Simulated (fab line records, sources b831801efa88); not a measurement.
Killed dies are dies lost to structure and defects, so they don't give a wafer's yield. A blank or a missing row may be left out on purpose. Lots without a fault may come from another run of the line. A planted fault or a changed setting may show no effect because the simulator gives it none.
Split-lot experiment | flow sky130 | 5 lots, 23 wafers read, on a route of 708 steps

THE SPLIT
At SKY_RES_PROTECT_COAT_02 (resist thk 1140 nm), the setting resist_thk_nm was moved away from the recipe's 1140 nm on 7 of the 23 wafers read, by -5.3% to -1.7%. The other wafers ran this setting at the recipe's value.

The reading is taken at the split's own step.

THE READING
NOVOLAK_of_RES_PROTECT_COAT_02.thk_nm (the simulator's own value, which no gauge read), in nm, at SKY_RES_PROTECT_COAT_02 (resist thk 1140 nm). The file gives no usual value for it. The 16 wafers here that ran the recipe average 1138 nm, standard deviation 2.9 nm.

wafer  | tool, chamber at the split | resist_thk_nm as run, nm | against the recipe | NOVOLAK_of_RES_PROTECT_COAT_02.thk_nm, nm | against lot-mates on the recipe
L078.2 | litho_track-02, 0          | 1140                     | recipe             | 1139                                      | -
L078.3 | litho_track-02, 0          | 1140                     | recipe             | 1136                                      | -
L078.6 | litho_track-02, 0          | 1140                     | recipe             | 1141                                      | -
L079.1 | litho_track-02, 0          | 1106                     | -3.0%              | 1099                                      | -35
L079.4 | litho_track-02, 0          | 1106                     | -3.0%              | 1099                                      | -35
L079.2 | litho_track-02, 0          | 1140                     | recipe             | 1136                                      | -
L079.6 | litho_track-02, 0          | 1140                     | recipe             | 1136                                      | -
L079.5 | litho_track-02, 0          | 1140                     | recipe             | 1131                                      | -
L080.1 | litho_track-02, 0          | 1140                     | recipe             | 1136                                      | -
L080.2 | litho_track-02, 0          | 1121                     | -1.7%              | 1119                                      | -18
L080.4 | litho_track-02, 0          | 1140                     | recipe             | 1135                                      | -
L080.5 | litho_track-02, 0          | 1121                     | -1.7%              | 1121                                      | -16
L080.6 | litho_track-02, 0          | 1140                     | recipe             | 1139                                      | -
L081.1 | litho_track-01, 0          | 1140                     | recipe             | 1140                                      | -
L081.2 | litho_track-01, 0          | 1140                     | recipe             | 1142                                      | -
L081.3 | litho_track-01, 0          | 1080                     | -5.3%              | 1082                                      | -59
L081.4 | litho_track-01, 0          | 1080                     | -5.3%              | 1082                                      | -59
L081.5 | litho_track-01, 0          | 1080                     | -5.3%              | 1081                                      | -60
L085.1 | litho_track-01, 0          | 1140                     | recipe             | 1140                                      | -
L085.2 | litho_track-01, 0          | 1140                     | recipe             | 1138                                      | -
L085.3 | litho_track-01, 0          | 1140                     | recipe             | 1141                                      | -
L085.4 | litho_track-01, 0          | 1140                     | recipe             | 1142                                      | -
L085.5 | litho_track-01, 0          | 1140                     | recipe             | 1139                                      | -

THE FIT
A straight line over all 23 wafers: NOVOLAK_of_RES_PROTECT_COAT_02.thk_nm changes by +11.1 nm for each +1% of resist_thk_nm; r = +0.99; the points scatter about the line by 3.2 nm.
The same after taking each lot's own level away (the mean of its wafers on the recipe; 23 wafers): +11.3 nm for each +1%; r = +1.00; scatter 1.8 nm.
On that fit, the largest move of resist_thk_nm shifts the reading by 60 nm.
The lots' own levels span 1134.3 to 1141.0 nm, that is 2.3 times the standard deviation above.
So the lot-to-lot level changes the slope little: the two slopes agree.
Check: with one of the wafers moved furthest among these (-5.3%) left out of the fit, the line predicts -59.7 nm for it against its lot-mates. It came out at -59 nm against them.

OTHER SPLITS ON THESE WAFERS
These wafers also went through other splits before the reading. Each is held against what the fit with the lots' levels taken away leaves over:
other split on the same wafers           | wafers away from the commonest value | r with NOVOLAK_of_RES_PROTECT_COAT_02.thk_nm (lot level and that fit taken away)
SKY_VT_ADJUST_NCORE_EXPOSE_04 dose_mj    | 9                                    | +0.16
SKY_VT_ADJUST_HVTR_DEVELOP_06 dev_temp_c | 6                                    | +0.41
SKY_VT_ADJUST_PCH_SOFTBAKE_03 temp_c     | 10                                   | +0.30
SKY_VT_ADJUST_PCH_STRIP_09 power_w       | 7                                    | +0.39
SKY_SONOS_TUNNEL_IMPLANT_09 energy_kev   | 9                                    | -0.27
SKY_SONOS_ONO_OXIDATION_00 temp_c        | 15                                   | +0.02
SKY_SONOS_ONO_DEVELOP_12 develop_time_s  | 8                                    | +0.06
SKY_SONOS_ONO_ETCH_15 bias_w             | 7                                    | +0.09
SKY_POLY_GATE_CVD_00 pressure_mtorr      | 10                                   | +0.18

THE WHOLE CHAIN: every reading that the file lists as answering this split, in the file's order
step                     | what it does       | reading                                                                                | change (the file's fit)                                                                      | r (the file's)
SKY_RES_PROTECT_COAT_02  | resist thk 1140 nm | NOVOLAK_of_RES_PROTECT_COAT_02.thk_nm (the simulator's own value, which no gauge read) | +11.4 nm for each +1% of the setting                                                         | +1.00
SKY_RES_PROTECT_STRIP_07 | strips in O2/N2    | strip_time_to_endpoint_s                                                               | withheld for each +1% of the setting, in a fit together with energy_kev@POLY_GATE_IMPLANT_02 | 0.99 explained

THE FILE'S OWN FIT
NOVOLAK_of_RES_PROTECT_COAT_02.thk_nm changes by +11.4 nm for each +1% of resist_thk_nm, r = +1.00.
